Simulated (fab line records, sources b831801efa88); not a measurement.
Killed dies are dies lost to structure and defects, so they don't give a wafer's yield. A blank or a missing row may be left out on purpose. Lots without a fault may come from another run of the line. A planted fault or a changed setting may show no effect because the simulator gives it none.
fab line records | flow gf180mcu
record lots=6 wafers=18 last_day=34
route steps=602 shown MVSD@72 MVPSD@78
lots that met no fault: from a run of the same line without faults
start_h: hours from the record's first day to the start of the lot's first wafer shown | wait_h: hours since the lot's step before | " the same as in the row above | L1.1+2: a row that stands for several wafers | - no value, or no start given | * or withheld: withheld | < > ~ a bound
route shown NAME@n: a module of which the file shows steps, and the number in the route of the first | usual: mean/standard deviation of fault-free wafers | same: alike in all rows | chamber/n: place in a boat | sites: the reading at each site | _std_site: their standard deviation | _edge_site: outer sites' mean less inner sites' | radius_mm: how far each site lies from the wafer's centre | mask NAME#n: copy n | behind: the tool/chamber that last shaped the wafer | hold: why the lot was held/for how many hours/how that ended | device: the transistor (n, p or np) that didn't switch | end of line: the same wafers' tests at the end of the route | a step without rows: its recipe alone | killed: dies lost to structure and defects at the first sort, not the wafer's yield | map: a wafer's dies, x killed, . not, _ none there
set.NAME: the setting as run; set.NAME@STEP: as run at that earlier step | model.NAME: the simulator's own value behind a step, which no gauge read
lots at some steps of the route; a table a step, a row a wafer
services: from which hour (start_h, from the record's first day; less than 0 if before it) a tool's chamber was out of use, for how many hours, and why
## steps
# step GF_MVSD_DEVELOP_06
# recipe wall_angle_deg=90 develop_time_s=60 dev_temp_c=23
# step GF_MVSD_OVL_MEAS_07
# usual MVSD_OVL=-0.4/1.5
# columns lot.wafer tool chamber start_h wait_h MVSD_OVL[nm]
L574.2 overlay-02 - 105.78 - 2.5
L574.4 " - " " 1.0
L574.5 " - " " 0.9
L575.2 overlay-02 - 112.43 - 1.6
L575.5 " - " " 1.0
L575.6 " - " " 1.5
L583.2 overlay-01 - 161.67 - -2.1
L583.5 " - " " -2.2
L583.6 " - " " -2.7
L586.1 overlay-01 - 176.92 - -1.8
L586.4 " - " " -0.5
L586.6 " - " " -1.7
L592.1 overlay-01 - 210.99 - -0.7
L592.3 " - " " 0.4
L592.6 " - " " -0.8
L593.1 overlay-02 - 217.89 - -0.6
L593.3 " - " " -0.8
L593.6 " - " " -1.3
# step GF_MVSD_IMPLANT_08
# recipe species=P energy_kev=404.1 dose_cm2=1.6e+13 tilt_deg=0
# step GF_MVSD_IMPLANT_09
# recipe species=P energy_kev=100 dose_cm2=5e+12 tilt_deg=0
# step GF_MVSD_STRIP_10
# recipe chemistry=O2/N2 power_w=1400 pressure_mtorr=1500 platen_temp_c=250 o2_flow_sccm=3000 n2_flow_sccm=300 overash_fraction=0.5
# usual drypump_motor_current_A=5.5/0.36 heater_power_w=339/37 oes_product_au=0.723/0.0043 strip_time_to_endpoint_s=37.01/0.1
# same overash_fraction=0.5
# columns lot.wafer tool chamber start_h wait_h drypump_motor_current_A heater_power_w oes_product_au rf_hours_counter_h strip_time_to_endpoint_s
L574.2 plasma_asher-04 0 106.11 0.1 5.9 307 0.728 48 36.92
L574.4 " 1 " " 4.9 306 0.722 - 36.68
L574.5 " 0 " " 5.9 308 0.719 - 36.82
L575.2 plasma_asher-03 1 112.76 0.1 5.5 366 0.725 34 36.88
L575.5 " 0 " " 5.9 337 0.729 - 36.83
L575.6 " 1 " " 5.5 379 0.724 - 36.91
L583.2 plasma_asher-03 1 162.00 0.1 5.5 361 0.720 40 37.10
L583.5 " 1 " " 5.5 372 0.732 - 37.21
L583.6 " 0 " " 5.9 339 0.724 - 37.05
L586.1 plasma_asher-04 0 177.25 0.1 5.9 310 0.737 58 37.08
L586.4 " 0 " " 5.9 313 0.721 - 37.05
L586.6 " 1 " " 4.9 307 0.720 - 37.13
L592.1 plasma_asher-04 0 211.32 0.1 5.9 320 0.723 61 37.09
L592.3 " 1 " " 5.0 307 0.717 - 36.99
L592.6 " 0 " " 5.9 312 0.732 - 36.99
L593.1 plasma_asher-04 0 218.22 0.1 5.9 308 0.721 62 37.07
L593.3 " 1 " " 5.0 309 0.723 - 37.13
L593.6 " 0 " " 5.9 312 0.726 - 37.09
# step GF_MVSD_TW_MEAS_11
# usual MVSD_TW=1579/20
# columns lot.wafer tool chamber start_h wait_h MVSD_TW
L574.2 film_metro-04 - 106.22 0.1 1551
L574.4 " - " " 1561
L574.5 " - " " 1561
L575.2 film_metro-03 - 112.87 0.1 1595
L575.5 " - " " 1602
L575.6 " - " " 1594
L583.2 film_metro-01 - 162.11 0.1 1584
L583.5 " - " " 1574
L583.6 " - " " 1576
L586.1 film_metro-03 - 177.35 0.1 1615
L586.4 " - " " 1615
L586.6 " - " " 1614
L592.1 film_metro-03 - 211.42 0.1 1599
L592.3 " - " " 1605
L592.6 " - " " 1605
L593.1 film_metro-01 - 218.32 0.1 1570
L593.3 " - " " 1566
L593.6 " - " " 1565
# step GF_MVPSD_DEHYDRATE_00
# recipe temp_c=200 time_s=60
# step GF_MVPSD_HMDS_01
# recipe prime_time_s=60 prime_temp_c=120
# step GF_MVPSD_COAT_02
# recipe spin_rpm=2000 resist_thk_nm=3000
# step GF_MVPSD_SOFTBAKE_03
# recipe temp_c=110 time_s=withheld
# step GF_MVPSD_EXPOSE_04
# recipe mask_id=MVPSD target_cd_nm=1000 na=0.6 source_shape=conventional sigma_outer=0.6 dose_mj=260
# step GF_MVPSD_PEB_05
# recipe temp_c=115 time_s=withheld
# step GF_MVPSD_DEVELOP_06
# recipe wall_angle_deg=90 develop_time_s=60 dev_temp_c=23
# usual chill_plate_temp_C=23.00/0.11 develop_time_s=60/0
# columns lot.wafer tool chamber start_h wait_h chill_plate_temp_C develop_time_s
L574.2 litho_track-04 - 120 - - -
L574.4 " - " " - -
L574.5 " - " " - -
L575.2 litho_track-02 - 126 - - -
L575.5 " - 127 - - -
L575.6 " - " " - -
L583.2 litho_track-04 0 177 - 22.87 60
L583.5 " 0 " " 23.11 60
L583.6 " 0 " " 22.96 60
L586.1 litho_track-02 0 193 - 23.10 60
L586.4 " 0 " " 22.96 60
L586.6 " 0 " " 23.00 60
L592.1 litho_track-04 0 228 - 22.91 60
L592.3 " 0 " " 23.09 60
L592.6 " 0 " " 22.98 60
L593.1 litho_track-02 0 235 - 23.00 60
L593.3 " 0 " " 22.88 60
L593.6 " 0 " " 22.80 60
# step GF_MVPSD_OVL_MEAS_07
# usual MVPSD_OVL=0.1/1.3
# columns lot.wafer tool chamber start_h wait_h MVPSD_OVL[nm]
L574.2 overlay-01 - 120.24 - -
L574.4 " - " " -
L574.5 " - " " -
L575.2 overlay-01 - 127.13 - -
L575.5 " - " " -
L575.6 " - " " -
L583.2 overlay-01 - 177.49 - 0.5
L583.5 " - " " -0.3
L583.6 " - " " -0.1
L586.1 overlay-02 - 193.77 - -1.5
L586.4 " - " " -1.8
L586.6 " - " " -1.0
L592.1 overlay-01 - 228.84 - -0.7
L592.3 " - " " 1.1
L592.6 " - " " -1.8
L593.1 overlay-02 - 235.52 - -2.0
L593.3 " - " " -2.1
L593.6 " - " " -1.3
## services
# columns tool chamber start_h hours kind
plasma_asher-04 - 114.00 0.8 repair
plasma_asher-04 - 179.73 4.1 repair
plasma_asher-03 - 192.20 9.0 repair
## key
first_sign step=GF_MVPSD_DEVELOP_06 reading=tool_record direction=missing
effect none on later readings
met_at GF_MVPSD_DEVELOP_06
struck_wafers L574.2,L574.4,L574.5,L575.2,L575.5,L575.6
sort_left_out L574.2,L574.4,L574.5,L575.2,L575.5,L575.6
tester_left_out L574,L575
fault kind=skipped_step_whole tool=litho_track-02,litho_track-04 chamber=- onset_h=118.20 steps=GF_MVPSD_DEVELOP_06 scope=struck_lots_only
# tester_left_out: of these lots the tester's yield and bins aren't shown, on N5 and GAA mostly nor the transistor test; their killed dies are dies lost to structure and defects alone, not to doping, threshold or leakage, so they don't give the yield
# sort_left_out: the simulated sort isn't trusted on such a fault, so these wafers' sort isn't shown, and their yield isn't known
